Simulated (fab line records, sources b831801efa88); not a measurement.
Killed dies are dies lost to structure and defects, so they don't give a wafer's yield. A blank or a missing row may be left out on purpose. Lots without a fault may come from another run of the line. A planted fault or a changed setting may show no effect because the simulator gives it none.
fab line records | flow sky130
record lots=5 wafers=15 last_day=50
route steps=708 shown LDD_N@238 LDD_P@255 LDD_HVN@267
lots that met no fault: from a run of the same line without faults
start_h: hours from the record's first day to the start of the lot's first wafer shown | wait_h: hours since the lot's step before | " the same as in the row above | L1.1+2: a row that stands for several wafers | - no value, or no start given | * or withheld: withheld | < > ~ a bound
route shown NAME@n: a module of which the file shows steps, and the number in the route of the first | usual: mean/standard deviation of fault-free wafers | same: alike in all rows | chamber/n: place in a boat | sites: the reading at each site | _std_site: their standard deviation | _edge_site: outer sites' mean less inner sites' | radius_mm: how far each site lies from the wafer's centre | mask NAME#n: copy n | behind: the tool/chamber that last shaped the wafer | hold: why the lot was held/for how many hours/how that ended | device: the transistor (n, p or np) that didn't switch | end of line: the same wafers' tests at the end of the route | a step without rows: its recipe alone | killed: dies lost to structure and defects at the first sort, not the wafer's yield | map: a wafer's dies, x killed, . not, _ none there
set.NAME: the setting as run; set.NAME@STEP: as run at that earlier step | model.NAME: the simulator's own value behind a step, which no gauge read
lots at some steps of the route; a table a step, a row a wafer
services: from which hour (start_h, from the record's first day; less than 0 if before it) a tool's chamber was out of use, for how many hours, and why
## steps
# step SKY_LDD_N_HMDS_01
# recipe prime_time_s=60 prime_temp_c=120
# columns lot.wafer tool chamber start_h wait_h
L080.1+4+6 litho_track-03 0 442.42 0.1
L081.3+4+6 litho_track-04 0 448.88 0.1
L087.1+3+5 litho_track-03 0 502.32 0.1
L089.1+2+6 litho_track-04 0 523.83 0.1
L096.1+4+6 litho_track-01 0 575.36 0.1
# step SKY_LDD_N_COAT_02
# recipe resist=NOVOLAK spin_rpm=3000 resist_thk_nm=300
# columns lot.wafer tool chamber start_h wait_h
L080.1+4+6 litho_track-03 0 442.57 0.1
L081.3+4+6 litho_track-04 0 449.03 0.1
L087.1+3+5 litho_track-03 0 502.47 0.1
L089.1+2+6 litho_track-04 0 523.98 0.1
L096.1+4+6 litho_track-01 0 575.51 0.1
# step SKY_LDD_N_SOFTBAKE_03
# recipe temp_c=90 time_s=60 resist=NOVOLAK
# columns lot.wafer tool chamber start_h wait_h
L080.1+4+6 litho_track-03 0 442.72 0.1
L081.3+4+6 litho_track-04 0 449.18 0.1
L087.1+3+5 litho_track-03 0 502.62 0.1
L089.1+2+6 litho_track-04 0 524.13 0.1
L096.1+4+6 litho_track-01 0 575.66 0.1
# step SKY_LDD_N_EXPOSE_04
# recipe mask_id=NTM target_cd_nm=840 na=0.6 source_shape=conventional sigma_outer=0.6 dose_mj=110
# usual exposure_dose_mJ_cm2=109.99/0.1
# columns lot.wafer tool chamber start_h wait_h mask exposure_dose_mJ_cm2
L080.1 iline_stepper-01 0 - - NTM#0 109.99
L080.4 " 0 " " NTM#0 110.12
L080.6 " 0 " " NTM#0 110.15
L081.3 iline_stepper-02 0 - - NTM#0 110.06
L081.4 " 0 " " NTM#0 110.01
L081.6 " 0 " " NTM#0 109.97
L087.1 iline_stepper-01 0 - - NTM#0 109.92
L087.3 " 0 " " NTM#0 110.09
L087.5 " 0 " " NTM#0 109.96
L089.1 iline_stepper-01 0 - - NTM#0 109.96
L089.2 " 0 " " NTM#0 110.02
L089.6 " 0 " " NTM#0 109.89
L096.1 iline_stepper-02 0 - - NTM#0 109.93
L096.4 " 0 " " NTM#0 109.97
L096.6 " 0 " " NTM#0 109.93
# step SKY_LDD_N_PEB_05
# recipe temp_c=withheld time_s=* resist=NOVOLAK
# columns lot.wafer tool chamber start_h wait_h
L080.1+4+6 litho_track-01 0 - -
L081.3+4+6 litho_track-03 0 - -
L087.1+3+5 litho_track-01 0 - -
L089.1+2+6 litho_track-03 0 - -
L096.1+4+6 litho_track-01 0 - -
# step SKY_LDD_N_DEVELOP_06
# recipe develop_time_s=60 dev_temp_c=23
# usual developer_temp_C=22.99/0.11
# columns lot.wafer tool chamber start_h wait_h developer_temp_C
L080.1 litho_track-01 0 458.62 0.1 23.02
L080.4 " 0 " " 22.96
L080.6 " 0 " " 23.11
L081.3 litho_track-03 0 464.17 0.1 23.01
L081.4 " 0 " " 23.08
L081.6 " 0 " " 23.03
L087.1 litho_track-01 0 517.91 0.1 22.74
L087.3 " 0 " " 22.83
L087.5 " 0 " " 22.84
L089.1 litho_track-03 0 538.42 0.1 23.15
L089.2 " 0 " " 22.92
L089.6 " 0 " " 22.98
L096.1 litho_track-01 0 589.36 0.1 23.08
L096.4 " 0 " " 22.95
L096.6 " 0 " " 22.87
# step SKY_LDD_N_OVL_MEAS_07
# usual LDD_N_OVL=-0.5/1.3
# columns lot.wafer tool chamber start_h wait_h LDD_N_OVL[nm]
L080.1 overlay-01 - 458.77 0.1 -0.1
L080.4 " - " " -1.4
L080.6 " - " " -2.6
L081.3 overlay-01 - 464.29 0.1 -2.8
L081.4 " - " " -2.3
L081.6 " - " " -3.1
L087.1 overlay-01 - 518.06 0.1 -0.2
L087.3 " - " " 0.7
L087.5 " - " " -0.3
L089.1 overlay-02 - 538.57 0.1 1.2
L089.2 " - " " -2.2
L089.6 " - " " -0.4
L096.1 overlay-02 - 589.51 0.1 -0.5
L096.4 " - " " -2.0
L096.6 " - " " 0.3
# step SKY_LDD_N_IMPLANT_08
# recipe species=As energy_kev=20 dose_cm2=7.5e+13 tilt_deg=withheld rotation_deg=23
# usual beam_energy_keV=19.999/0.0071
# columns lot.wafer tool chamber start_h wait_h beam_energy_keV
L080.1 implanter-01 0 458.80 0.0 20.004
L080.4 " 0 " " 19.992
L080.6 " 0 " " 19.999
L081.3 implanter-01 0 464.36 0.1 19.999
L081.4 " 0 " " 19.993
L081.6 " 0 " " 19.998
L087.1 implanter-01 0 518.10 0.0 19.990
L087.3 " 0 " " 19.990
L087.5 " 0 " " 19.991
L089.1 implanter-03 0 538.61 0.0 20.001
L089.2 " 0 " " 20.006
L089.6 " 0 " " 19.991
L096.1 implanter-03 0 589.55 0.0 19.989
L096.4 " 0 " " 19.986
L096.6 " 0 " " 19.986
# step SKY_LDD_N_IMPLANT_09
# recipe species=As energy_kev=20 dose_cm2=7.5e+13 tilt_deg=withheld rotation_deg=113
# usual beam_energy_keV=20.000/0.0055
# columns lot.wafer tool chamber start_h wait_h beam_energy_keV
L080.1 implanter-01 0 458.95 0.1 20.010
L080.4 " 0 " " 20.003
L080.6 " 0 " " 20.007
L081.3 implanter-01 0 464.51 0.1 19.996
L081.4 " 0 " " 20.004
L081.6 " 0 " " 19.994
L087.1 implanter-01 0 518.25 0.1 20.007
L087.3 " 0 " " 19.998
L087.5 " 0 " " 19.998
L089.1 implanter-03 0 538.76 0.1 20.003
L089.2 " 0 " " 20.003
L089.6 " 0 " " 19.999
L096.1 implanter-03 0 589.70 0.1 19.996
L096.4 " 0 " " 20.001
L096.6 " 0 " " 20.001
# step SKY_LDD_N_IMPLANT_10
# recipe species=As energy_kev=20 dose_cm2=7.5e+13 tilt_deg=withheld rotation_deg=203
# usual beam_energy_keV=20.000/0.0058
# columns lot.wafer tool chamber start_h wait_h beam_energy_keV
L080.1 implanter-01 0 459.10 0.1 19.999
L080.4 " 0 " " 20.004
L080.6 " 0 " " 20.003
L081.3 implanter-01 0 464.66 0.1 20.002
L081.4 " 0 " " 20.004
L081.6 " 0 " " 19.995
L087.1 implanter-01 0 518.40 0.1 20.004
L087.3 " 0 " " 19.994
L087.5 " 0 " " 19.998
L089.1 implanter-03 0 538.91 0.1 20.011
L089.2 " 0 " " 19.994
L089.6 " 0 " " 19.991
L096.1 implanter-03 0 589.85 0.1 19.992
L096.4 " 0 " " 19.995
L096.6 " 0 " " 19.996
# step SKY_LDD_N_IMPLANT_11
# recipe species=As energy_kev=20 dose_cm2=7.5e+13 tilt_deg=withheld rotation_deg=293
# usual beam_energy_keV=19.999/0.0059
# columns lot.wafer tool chamber start_h wait_h beam_energy_keV
L080.1 implanter-01 0 459.25 0.1 20.002
L080.4 " 0 " " 20.003
L080.6 " 0 " " 19.998
L081.3 implanter-01 0 464.81 0.1 19.995
L081.4 " 0 " " 20.005
L081.6 " 0 " " 19.994
L087.1 implanter-01 0 518.55 0.1 20.005
L087.3 " 0 " " 20.006
L087.5 " 0 " " 20.009
L089.1 implanter-03 0 539.06 0.1 20.001
L089.2 " 0 " " 19.998
L089.6 " 0 " " 19.995
L096.1 implanter-03 0 590.00 0.1 19.992
L096.4 " 0 " " 19.991
L096.6 " 0 " " 19.990
# step SKY_LDD_N_IMPLANT_12
# recipe species=BF2 energy_kev=50 dose_cm2=5e+12 tilt_deg=30 rotation_deg=0
# usual beam_energy_keV=49.999/0.015 tilt_deg=30.003/0.024
# columns lot.wafer tool chamber start_h wait_h beam_energy_keV tilt_deg
L080.1 implanter-01 0 459.40 0.1 50.010 30.009
L080.4 " 0 " " 50.015 30.049
L080.6 " 0 " " 50.008 30.033
L081.3 implanter-01 0 464.96 0.1 49.981 29.981
L081.4 " 0 " " 49.982 29.997
L081.6 " 0 " " 49.996 30.019
L087.1 implanter-01 0 518.70 0.1 49.977 29.989
L087.3 " 0 " " 49.985 29.994
L087.5 " 0 " " 49.983 30.000
L089.1 implanter-03 0 539.21 0.1 50.012 29.981
L089.2 " 0 " " 50.009 29.975
L089.6 " 0 " " 50.004 29.965
L096.1 implanter-03 0 590.15 0.1 50.023 29.976
L096.4 " 0 " " 50.003 30.012
L096.6 " 0 " " 50.014 29.992
# step SKY_LDD_N_IMPLANT_13
# recipe species=BF2 energy_kev=50 dose_cm2=5e+12 tilt_deg=30 rotation_deg=90
# usual beam_energy_keV=50.000/0.015 tilt_deg=29.995/0.02
# columns lot.wafer tool chamber start_h wait_h beam_energy_keV tilt_deg
L080.1 implanter-01 0 459.55 0.1 50.000 29.981
L080.4 " 0 " " 50.002 30.001
L080.6 " 0 " " 49.979 29.994
L081.3 implanter-01 0 465.11 0.1 49.996 30.024
L081.4 " 0 " " 50.022 30.015
L081.6 " 0 " " 49.990 30.018
L087.1 implanter-01 0 518.85 0.1 50.007 29.988
L087.3 " 0 " " 50.013 30.007
L087.5 " 0 " " 49.987 30.022
L089.1 implanter-03 0 539.36 0.1 49.977 29.986
L089.2 " 0 " " 49.985 30.005
L089.6 " 0 " " 50.000 29.991
L096.1 implanter-03 0 590.30 0.1 50.021 30.011
L096.4 " 0 " " 49.989 29.961
L096.6 " 0 " " 49.994 29.971
# step SKY_LDD_N_IMPLANT_14
# recipe species=BF2 energy_kev=50 dose_cm2=5e+12 tilt_deg=30 rotation_deg=180
# usual beam_energy_keV=50.001/0.017 tilt_deg=29.998/0.019
# columns lot.wafer tool chamber start_h wait_h beam_energy_keV tilt_deg
L080.1 implanter-01 0 459.70 0.1 49.981 29.982
L080.4 " 0 " " 49.986 29.979
L080.6 " 0 " " 49.994 29.972
L081.3 implanter-01 0 465.26 0.1 49.989 29.985
L081.4 " 0 " " 50.010 30.001
L081.6 " 0 " " 50.006 30.003
L087.1 implanter-01 0 519.00 0.1 50.029 29.991
L087.3 " 0 " " 50.011 30.001
L087.5 " 0 " " 49.996 30.026
L089.1 implanter-03 0 539.51 0.1 50.002 30.007
L089.2 " 0 " " 49.985 30.012
L089.6 " 0 " " 50.027 29.987
L096.1 implanter-03 0 590.45 0.1 49.959 30.023
L096.4 " 0 " " 49.987 29.997
L096.6 " 0 " " 49.957 30.007
# step SKY_LDD_N_IMPLANT_15
# recipe species=BF2 energy_kev=50 dose_cm2=5e+12 tilt_deg=30 rotation_deg=270
# usual beam_energy_keV=50.004/0.016 tilt_deg=30.002/0.021
# columns lot.wafer tool chamber start_h wait_h beam_energy_keV tilt_deg
L080.1 implanter-01 0 459.85 0.1 49.986 29.972
L080.4 " 0 " " 49.985 29.970
L080.6 " 0 " " 50.011 29.989
L081.3 implanter-01 0 465.41 0.1 49.984 30.021
L081.4 " 0 " " 50.012 29.988
L081.6 " 0 " " 50.011 30.005
L087.1 implanter-01 0 519.15 0.1 50.001 30.008
L087.3 " 0 " " 50.011 30.034
L087.5 " 0 " " 50.015 30.014
L089.1 implanter-03 0 539.66 0.1 50.007 30.007
L089.2 " 0 " " 49.991 30.003
L089.6 " 0 " " 50.031 29.986
L096.1 implanter-03 0 590.60 0.1 49.984 30.020
L096.4 " 0 " " 49.992 29.991
L096.6 " 0 " " 49.960 30.025
# step SKY_LDD_N_STRIP_16
# recipe chemistry=O2/N2 power_w=1400 pressure_mtorr=1500 platen_temp_c=withheld o2_flow_sccm=3000 n2_flow_sccm=300 overash_fraction=0.5
# usual drypump_motor_current_A=5.8/0.56 oes_product_au=0.407/0.005 strip_time_to_endpoint_s=4.316/0.016
# columns lot.wafer tool chamber start_h wait_h drypump_motor_current_A oes_product_au rf_hours_counter_h strip_time_to_endpoint_s
L080.1 plasma_asher-02 0 460.00 0.1 6.4 0.407 3 4.311
L080.4 " 1 " " 6.3 0.395 - 4.318
L080.6 " 0 " " 6.4 0.394 - 4.291
L081.3 plasma_asher-02 0 465.54 0.1 6.4 0.414 - 4.323
L081.4 " 1 " " 6.3 0.409 - 4.316
L081.6 " 1 " " 6.3 0.413 - 4.331
L087.1 plasma_asher-04 1 519.30 0.1 5.1 0.401 38 4.300
L087.3 " 0 " " 5.2 0.411 - 4.296
L087.5 " 0 " " 5.2 0.405 - 4.303
L089.1 plasma_asher-02 0 539.81 0.1 6.4 0.412 11 4.348
L089.2 " 1 " " 6.3 0.410 11 4.327
L089.6 " 0 " " 6.4 0.404 - 4.353
L096.1 plasma_asher-02 1 590.75 0.1 6.3 0.402 17 4.319
L096.4 " 1 " " 6.3 0.405 - 4.332
L096.6 " 1 " " 6.3 0.409 - 4.299
# step SKY_LDD_N_TW_MEAS_17
# usual LDD_N_TW=2588/21
# columns lot.wafer tool chamber start_h wait_h LDD_N_TW
L080.1 film_metro-04 - 460.10 0.1 2601
L080.4 " - " " 2613
L080.6 " - " " 2616
L081.3 film_metro-03 - 465.63 0.1 2570
L081.4 " - " " 2584
L081.6 " - " " 2589
L087.1 film_metro-01 - 519.40 0.1 2596
L087.3 " - " " 2582
L087.5 " - " " 2590
L089.1 film_metro-04 - 539.91 0.1 2605
L089.2 " - " " 2620
L089.6 " - " " 2598
L096.1 film_metro-01 - 590.85 0.1 2626
L096.4 " - " " 2616
L096.6 " - " " 2628
# step SKY_LDD_P_DEHYDRATE_00
# recipe temp_c=200 time_s=60
# columns lot.wafer tool chamber start_h wait_h
L080.1+4+6 litho_track-04 0 474.63 14.5
L081.3+4+6 litho_track-02 0 481.10 15.5
L087.1+3+5 litho_track-04 0 533.23 13.8
L089.1+2+6 litho_track-01 0 555.06 15.1
L096.1+4+6 litho_track-02 0 605.15 14.3
# step SKY_LDD_P_HMDS_01
# recipe prime_time_s=60 prime_temp_c=120
# columns lot.wafer tool chamber start_h wait_h
L080.1+4+6 litho_track-04 0 474.78 0.1
L081.3+4+6 litho_track-02 0 481.25 0.1
L087.1+3+5 litho_track-04 0 533.38 0.1
L089.1+2+6 litho_track-01 0 555.21 0.1
L096.1+4+6 litho_track-02 0 605.30 0.1
# step SKY_LDD_P_COAT_02
# recipe resist=NOVOLAK spin_rpm=3000 resist_thk_nm=1140
# columns lot.wafer tool chamber start_h wait_h
L080.1+4+6 litho_track-04 0 474.93 0.1
L081.3+4+6 litho_track-02 0 481.40 0.1
L087.1+3+5 litho_track-04 0 533.53 0.1
L089.1+2+6 litho_track-01 0 555.36 0.1
L096.1+4+6 litho_track-02 0 605.45 0.1
# step SKY_LDD_P_SOFTBAKE_03
# recipe temp_c=90 time_s=60 resist=NOVOLAK
# columns lot.wafer tool chamber start_h wait_h
L080.1+4+6 litho_track-04 0 475.08 0.1
L081.3+4+6 litho_track-02 0 481.55 0.1
L087.1+3+5 litho_track-04 0 533.68 0.1
L089.1+2+6 litho_track-01 0 555.51 0.1
L096.1+4+6 litho_track-02 0 605.60 0.1
# step SKY_LDD_P_EXPOSE_04
# recipe mask_id=PSDM na=0.6 source_shape=conventional sigma_outer=0.6 polarization=unpolarized target_cd_nm=380 dose_mj=138
# usual exposure_dose_mJ_cm2=137.93/0.14
# columns lot.wafer tool chamber start_h wait_h mask exposure_dose_mJ_cm2
L080.1 iline_stepper-01 0 - - PSDM#0 137.87
L080.4 " 0 " " PSDM#0 138.01
L080.6 " 0 " " PSDM#0 137.98
L081.3 iline_stepper-01 0 - - PSDM#0 137.79
L081.4 " 0 " " PSDM#0 137.83
L081.6 " 0 " " PSDM#0 137.76
L087.1 iline_stepper-02 0 - - PSDM#0 138.02
L087.3 " 0 " " PSDM#0 137.86
L087.5 " 0 " " PSDM#0 138.04
L089.1 iline_stepper-01 0 - - PSDM#0 137.81
L089.2 " 0 " " PSDM#0 137.84
L089.6 " 0 " " PSDM#0 137.75
L096.1 iline_stepper-02 0 - - PSDM#0 137.80
L096.4 " 0 " " PSDM#0 137.99
L096.6 " 0 " " PSDM#0 138.13
# step SKY_LDD_P_PEB_05
# recipe temp_c=withheld time_s=* resist=NOVOLAK
# columns lot.wafer tool chamber start_h wait_h
L080.1+4+6 litho_track-02 0 - -
L081.3+4+6 litho_track-01 0 - -
L087.1+3+5 litho_track-01 0 - -
L089.1+2+6 litho_track-01 0 - -
L096.1+4+6 litho_track-01 0 - -
# step SKY_LDD_P_DEVELOP_06
# recipe resist=NOVOLAK developer=TMAH develop_time_s=60 dev_temp_c=23
# usual developer_temp_C=23.02/0.098
# columns lot.wafer tool chamber start_h wait_h developer_temp_C
L080.1 litho_track-02 0 490.95 0.1 23.03
L080.4 " 0 " " 23.02
L080.6 " 0 " " 22.98
L081.3 litho_track-01 0 495.96 0.1 22.95
L081.4 " 0 " " 22.85
L081.6 " 0 " " 23.09
L087.1 litho_track-01 0 549.01 0.1 22.85
L087.3 " 0 " " 22.78
L087.5 " 0 " " 22.85
L089.1 litho_track-01 0 569.81 0.1 22.99
L089.2 " 0 " " 23.01
L089.6 " 0 " " 22.96
L096.1 litho_track-01 0 620.07 0.1 23.06
L096.4 " 0 " " 23.08
L096.6 " 0 " " 23.06
# step SKY_LDD_P_CD_MEAS_07
# recipe target_cd_nm=380
# usual cd_nm=380.0/2.7
# columns lot.wafer tool chamber start_h wait_h cd_nm
L080.1 cd_sem-02 - 491.10 0.1 381.8
L080.4 " - " " 379.3
L080.6 " - " " 382.6
L081.3 cd_sem-01 - 496.10 0.1 378.7
L081.4 " - " " 377.9
L081.6 " - " " 375.8
L087.1 cd_sem-02 - 549.16 0.1 380.2
L087.3 " - " " 379.0
L087.5 " - " " 381.6
L089.1 cd_sem-01 - 569.96 0.1 380.9
L089.2 " - " " 380.8
L089.6 " - " " 378.9
L096.1 cd_sem-02 - 620.22 0.1 377.5
L096.4 " - " " 380.2
L096.6 " - " " 380.9
# step SKY_LDD_P_OVL_MEAS_08
# usual LDD_P_OVL=1.1/1.3
# columns lot.wafer tool chamber start_h wait_h LDD_P_OVL[nm]
L080.1 overlay-01 - 491.22 0.1 1.0
L080.4 " - " " 0.5
L080.6 " - " " 2.6
L081.3 overlay-02 - 496.20 0.1 1.6
L081.4 " - " " 2.3
L081.6 " - " " 0.9
L087.1 overlay-01 - 549.28 0.1 0.9
L087.3 " - " " 0.6
L087.5 " - " " -1.4
L089.1 overlay-02 - 570.08 0.1 0.5
L089.2 " - " " 2.2
L089.6 " - " " -0.1
L096.1 overlay-01 - 620.34 0.1 -2.5
L096.4 " - " " 1.4
L096.6 " - " " 3.3
# step SKY_LDD_P_IMPLANT_09
# recipe species=BF2 energy_kev=25 dose_cm2=1e+13 tilt_deg=withheld
# usual beam_energy_keV=24.998/0.0075
# columns lot.wafer tool chamber start_h wait_h beam_energy_keV
L080.1 implanter-04 0 491.25 0.0 25.003
L080.4 " 0 " " 24.999
L080.6 " 0 " " 25.005
L081.3 implanter-02 0 496.27 0.1 24.991
L081.4 " 0 " " 24.996
L081.6 " 0 " " 24.979
L087.1 implanter-04 0 549.32 0.0 24.982
L087.3 " 0 " " 24.987
L087.5 " 0 " " 25.007
L089.1 implanter-04 0 570.12 0.0 25.001
L089.2 " 0 " " 25.004
L089.6 " 0 " " 24.993
L096.1 implanter-02 0 620.37 0.0 25.005
L096.4 " 0 " " 25.000
L096.6 " 0 " " 24.987
# step SKY_LDD_P_STRIP_10
# recipe chemistry=O2/N2 power_w=1400 pressure_mtorr=1500 platen_temp_c=withheld o2_flow_sccm=3000 n2_flow_sccm=300 overash_fraction=0.5
# usual drypump_motor_current_A=5.4/0.41 oes_product_au=0.715/0.0042 strip_time_to_endpoint_s=14.19/0.039
# columns lot.wafer tool chamber start_h wait_h drypump_motor_current_A oes_product_au rf_hours_counter_h strip_time_to_endpoint_s
L080.1 plasma_asher-04 1 491.40 0.1 5.1 0.710 35 14.23
L080.4 " 1 " " 5.1 0.712 - 14.25
L080.6 " 1 " " 5.1 0.712 - 14.25
L081.3 plasma_asher-01 0 496.40 0.1 6.1 0.711 - 14.19
L081.4 " 1 " " 5.4 0.716 - 14.19
L081.6 " 0 " " 6.1 0.712 - 14.18
L087.1 plasma_asher-01 1 549.47 0.1 5.4 0.711 82 14.16
L087.3 " 0 " " 6.1 0.713 - 14.16
L087.5 " 1 " " 5.4 0.709 - 14.17
L089.1 plasma_asher-01 0 570.27 0.1 6.1 0.722 84 14.25
L089.2 " 1 " " 5.4 0.716 84 14.19
L089.6 " 0 " " 6.1 0.717 - 14.24
L096.1 plasma_asher-03 0 620.52 0.1 5.0 0.720 83 14.18
L096.4 " 0 " " 5.0 0.712 - 14.16
L096.6 " 0 " " 5.0 0.718 - 14.21
# step SKY_LDD_P_TW_MEAS_11
# usual LDD_P_TW=637/4.2
# columns lot.wafer tool chamber start_h wait_h LDD_P_TW
L080.1 film_metro-02 - 491.50 0.1 643
L080.4 " - " " 641
L080.6 " - " " 642
L081.3 film_metro-03 - 496.49 0.1 638
L081.4 " - " " 632
L081.6 " - " " 633
L087.1 film_metro-02 - 549.57 0.1 639
L087.3 " - " " 638
L087.5 " - " " 641
L089.1 film_metro-03 - 570.37 0.1 631
L089.2 " - " " 626
L089.6 " - " " 628
L096.1 film_metro-04 - 620.62 0.1 640
L096.4 " - " " 640
L096.6 " - " " 637
# step SKY_LDD_HVN_DEHYDRATE_00
# recipe temp_c=200 time_s=60
# columns lot.wafer tool chamber start_h wait_h
L080.1+4+6 litho_track-03 0 505.22 13.7
L081.3+4+6 litho_track-03 0 511.57 15.1
L087.1+3+5 litho_track-03 0 562.77 13.2
L089.1+2+6 litho_track-02 0 584.85 14.5
L096.1+4+6 litho_track-01 0 635.22 14.6
# step SKY_LDD_HVN_HMDS_01
# recipe prime_time_s=60 prime_temp_c=120
# columns lot.wafer tool chamber start_h wait_h
L080.1+4+6 litho_track-03 0 505.37 0.1
L081.3+4+6 litho_track-03 0 511.72 0.1
L087.1+3+5 litho_track-03 0 562.92 0.1
L089.1+2+6 litho_track-02 0 585.00 0.1
L096.1+4+6 litho_track-01 0 635.37 0.1
# step SKY_LDD_HVN_COAT_02
# recipe resist=NOVOLAK spin_rpm=3000 resist_thk_nm=300
# columns lot.wafer tool chamber start_h wait_h
L080.1+4+6 litho_track-03 0 505.52 0.1
L081.3+4+6 litho_track-03 0 511.87 0.1
L087.1+3+5 litho_track-03 0 563.07 0.1
L089.1+2+6 litho_track-02 0 585.15 0.1
L096.1+4+6 litho_track-01 0 635.52 0.1
# step SKY_LDD_HVN_SOFTBAKE_03
# recipe temp_c=90 time_s=60 resist=NOVOLAK
# columns lot.wafer tool chamber start_h wait_h
L080.1+4+6 litho_track-03 0 505.67 0.1
L081.3+4+6 litho_track-03 0 512.02 0.1
L087.1+3+5 litho_track-03 0 563.22 0.1
L089.1+2+6 litho_track-02 0 585.30 0.1
L096.1+4+6 litho_track-01 0 635.67 0.1
# step SKY_LDD_HVN_EXPOSE_04
# recipe mask_id=HVNTM na=0.6 source_shape=conventional sigma_outer=0.6 polarization=unpolarized target_cd_nm=700 dose_mj=127
# usual exposure_dose_mJ_cm2=126.97/0.12
# columns lot.wafer tool chamber start_h wait_h mask exposure_dose_mJ_cm2
L080.1 iline_stepper-01 0 - - HVNTM#0 127.20
L080.4 " 0 " " HVNTM#0 126.95
L080.6 " 0 " " HVNTM#0 127.09
L081.3 iline_stepper-01 0 - - HVNTM#0 126.98
L081.4 " 0 " " HVNTM#0 126.95
L081.6 " 0 " " HVNTM#0 126.89
L087.1 iline_stepper-02 0 - - HVNTM#0 126.99
L087.3 " 0 " " HVNTM#0 126.97
L087.5 " 0 " " HVNTM#0 126.85
L089.1 iline_stepper-02 0 - - HVNTM#0 126.96
L089.2 " 0 " " HVNTM#0 127.23
L089.6 " 0 " " HVNTM#0 127.17
L096.1 iline_stepper-02 0 - - HVNTM#0 126.87
L096.4 " 0 " " HVNTM#0 127.13
L096.6 " 0 " " HVNTM#0 126.91
# step SKY_LDD_HVN_PEB_05
# recipe temp_c=withheld time_s=* resist=NOVOLAK
# columns lot.wafer tool chamber start_h wait_h
L080.1+4+6 litho_track-02 0 - -
L081.3+4+6 litho_track-01 0 - -
L087.1+3+5 litho_track-02 0 - -
L089.1+2+6 litho_track-03 0 - -
L096.1+4+6 litho_track-01 0 - -
# step SKY_LDD_HVN_DEVELOP_06
# recipe resist=NOVOLAK developer=TMAH develop_time_s=60 dev_temp_c=23
# usual developer_temp_C=22.97/0.11
# columns lot.wafer tool chamber start_h wait_h developer_temp_C
L080.1 litho_track-02 0 520.60 0.1 22.95
L080.4 " 0 " " 22.87
L080.6 " 0 " " 22.95
L081.3 litho_track-01 0 525.26 0.1 23.11
L081.4 " 0 " " 23.19
L081.6 " 0 " " 23.16
L087.1 litho_track-02 0 578.70 0.1 23.06
L087.3 " 0 " " 23.20
L087.5 " 0 " " 23.09
L089.1 litho_track-03 0 598.92 0.1 22.74
L089.2 " 0 " " 22.90
L089.6 " 0 " " 22.86
L096.1 litho_track-01 0 649.97 0.1 22.95
L096.4 " 0 " " 23.02
L096.6 " 0 " " 22.97
# step SKY_LDD_HVN_OVL_MEAS_07
# usual LDD_HVN_OVL=-0.1/1.4
# columns lot.wafer tool chamber start_h wait_h LDD_HVN_OVL[nm]
L080.1 overlay-01 - 520.75 0.1 -1.0
L080.4 " - " " 0.3
L080.6 " - " " -1.8
L081.3 overlay-02 - 525.38 0.1 0.8
L081.4 " - " " -0.9
L081.6 " - " " 1.4
L087.1 overlay-01 - 578.85 0.1 -0.2
L087.3 " - " " 2.0
L087.5 " - " " 1.9
L089.1 overlay-02 - 599.07 0.1 -0.2
L089.2 " - " " 0.6
L089.6 " - " " 0.7
L096.1 overlay-01 - 650.12 0.1 -0.6
L096.4 " - " " 2.0
L096.6 " - " " 1.3
# step SKY_LDD_HVN_IMPLANT_08
# recipe species=P energy_kev=60 dose_cm2=3e+13 tilt_deg=40
# usual beam_energy_keV=59.998/0.018 tilt_deg=40.001/0.02
# columns lot.wafer tool chamber start_h wait_h beam_energy_keV tilt_deg
L080.1 implanter-04 0 520.78 0.0 60.037 40.010
L080.4 " 0 " " 60.003 40.002
L080.6 " 0 " " 60.003 39.978
L081.3 implanter-03 0 525.47 0.1 60.016 40.005
L081.4 " 0 " " 59.996 40.020
L081.6 " 0 " " 59.982 39.997
L087.1 implanter-04 0 578.88 0.0 60.004 39.983
L087.3 " 0 " " 60.018 39.997
L087.5 " 0 " " 59.985 40.029
L089.1 implanter-03 0 599.11 0.0 59.983 40.004
L089.2 " 0 " " 59.997 40.000
L089.6 " 0 " " 60.008 40.003
L096.1 implanter-02 0 650.15 0.0 60.005 39.993
L096.4 " 0 " " 59.985 39.976
L096.6 " 0 " " 60.008 39.978
# step SKY_LDD_HVN_STRIP_09
# recipe chemistry=O2/N2 power_w=1400 pressure_mtorr=1500 platen_temp_c=withheld o2_flow_sccm=3000 n2_flow_sccm=300 overash_fraction=0.5
# usual drypump_motor_current_A=5.8/0.47 oes_product_au=0.407/0.0044 strip_time_to_endpoint_s=4.135/0.014
# columns lot.wafer tool chamber start_h wait_h drypump_motor_current_A oes_product_au rf_hours_counter_h strip_time_to_endpoint_s
L080.1 plasma_asher-01 1 520.93 0.1 5.4 0.408 79 4.133
L080.4 " 0 " " 6.1 0.405 - 4.137
L080.6 " 1 " " 5.4 0.410 - 4.143
L081.3 plasma_asher-01 0 525.60 0.1 6.1 0.410 - 4.139
L081.4 " 1 " " 5.4 0.411 - 4.128
L081.6 " 1 " " 5.4 0.401 - 4.141
L087.1 plasma_asher-01 1 579.03 0.1 5.4 0.407 85 4.153
L087.3 " 0 " " 6.1 0.406 - 4.121
L087.5 " 1 " " 5.4 0.402 - 4.115
L089.1 plasma_asher-01 1 599.26 0.1 5.4 0.413 88 4.170
L089.2 " 0 " " 6.1 0.410 88 4.157
L089.6 " 1 " " 5.4 0.413 - 4.152
L096.1 plasma_asher-02 1 650.30 0.1 6.3 0.411 23 4.131
L096.4 " 1 " " 6.3 0.407 - 4.117
L096.6 " 1 " " 6.3 0.402 - 4.126
## services
# columns tool chamber start_h hours kind
plasma_asher-02 - 421.25 9.0 pm
iline_stepper-01 - 434.55 2.1 pm
implanter-01 - 454.96 3.6 pm
iline_stepper-02 - 468.58 1.7 pm
implanter-01 - 474.94 5.0 repair
implanter-02 - 478.25 13.6 repair
iline_stepper-02 - 500.79 28.9 pm
implanter-04 - 504.90 5.6 repair
implanter-04 - 524.92 2.4 repair
implanter-01 - 527.62 1.9 repair
iline_stepper-01 - 529.68 1.7 pm
iline_stepper-01 - 531.43 6.3 repair
implanter-01 - 535.82 6.0 pm
plasma_asher-02 - 536.14 2.8 pm
implanter-03 - 541.86 3.9 pm
implanter-03 - 546.32 1.6 repair
implanter-03 - 559.10 6.6 repair
implanter-01 - 564.17 3.5 repair
implanter-04 - 571.07 2.7 repair
implanter-01 - 598.78 2.0 repair
plasma_asher-01 - 607.63 14.6 pm
implanter-04 - 611.24 2.9 repair
implanter-01 - 621.93 4.3 repair
implanter-03 - 648.55 8.1 repair
## key
fault none
